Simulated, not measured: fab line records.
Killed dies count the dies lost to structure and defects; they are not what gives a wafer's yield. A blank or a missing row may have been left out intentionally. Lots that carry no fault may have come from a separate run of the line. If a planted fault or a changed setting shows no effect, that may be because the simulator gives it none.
2 desks looking at one fault | flow gf180mcu | each desk has only its own numbers; what lay behind them comes last

== DESK OF THE TOOL OWNER: pecvd-01 ==
The tool's own readings at GF_MIM_CVD_05 (deposits Si3N4, target thk 42 nm, time 29.086 s): means of the sampled wafers that have a number, for each lot that ran on this tool. The brackets show how far a lot's mean lies from the usual mean; more than 4 standard deviations puts the lot out of limits, marked OUT.
Columns: A = heater-power-w at GF_MIM_CVD_05, usual 647 W
lot  | first seen here | A
L687 | day 25 10:59    | 714
L689 | day 25 18:55    | 665
L692 | day 26 22:16    | 589
L693 | day 27 04:26    | 592
L695 | day 28 01:08    | 711
L696 | day 28 06:55    | 686
L700 | day 29 05:37    | 683
This desk found nothing out of limits on any of the 7 lots.

== FROM THE METROLOGY DESK ==
What the gauges read, lot by lot, whatever tool the lot ran on: means of the sampled wafers that have a number. The brackets show how far a lot's mean lies from the usual mean; more than 4 standard deviations puts the lot out of limits, marked OUT.
Columns: A = M4_ALCU_THK at GF_M4_THK_MEAS_06, usual 455 nm; B = cd-nm at GF_V4_CD_MEAS_14, usual 260.2 nm; C = MIM_CVD_05_THK at GF_MIM_THK_MEAS_06, usual 42.2 nm
lot  | first seen here | A   | B     | C
L685 | day 22 14:13    | 454 | 259.8 | 42.1
L687 | day 23 12:36    | 457 | 260.6 | 42.3
L689 | day 23 19:50    | 460 | 260.6 | 41.7
L692 | day 25 00:40    | 458 | 260.2 | 42.3
L693 | day 25 07:52    | 456 | 260.4 | 41.8
L694 | day 25 18:52    | 468 | 261.5 | 42.5
L695 | day 26 05:03    | 455 | 260.5 | 42.3
L696 | day 26 11:00    | 451 | 258.0 | 43.2
L700 | day 27 11:26    | 457 | 260.8 | 42.7
L703 | day 28 07:02    | 457 | 261.1 | 42.4
L706 | day 29 09:19    | 458 | 262.4 | 42.1
L707 | day 29 14:59    | 458 | 260.1 | 42.2
L708 | day 29 16:27    | 449 | 260.7 | 41.3
This desk found nothing out of limits on any of the 13 lots.

== BROUGHT TOGETHER ==
The tool owner's desk saw nothing out of limits.
At the metrology desk, nothing out of limits was observed.

== WHAT HAD BEEN PUT IN BY THE SIMULATOR ==
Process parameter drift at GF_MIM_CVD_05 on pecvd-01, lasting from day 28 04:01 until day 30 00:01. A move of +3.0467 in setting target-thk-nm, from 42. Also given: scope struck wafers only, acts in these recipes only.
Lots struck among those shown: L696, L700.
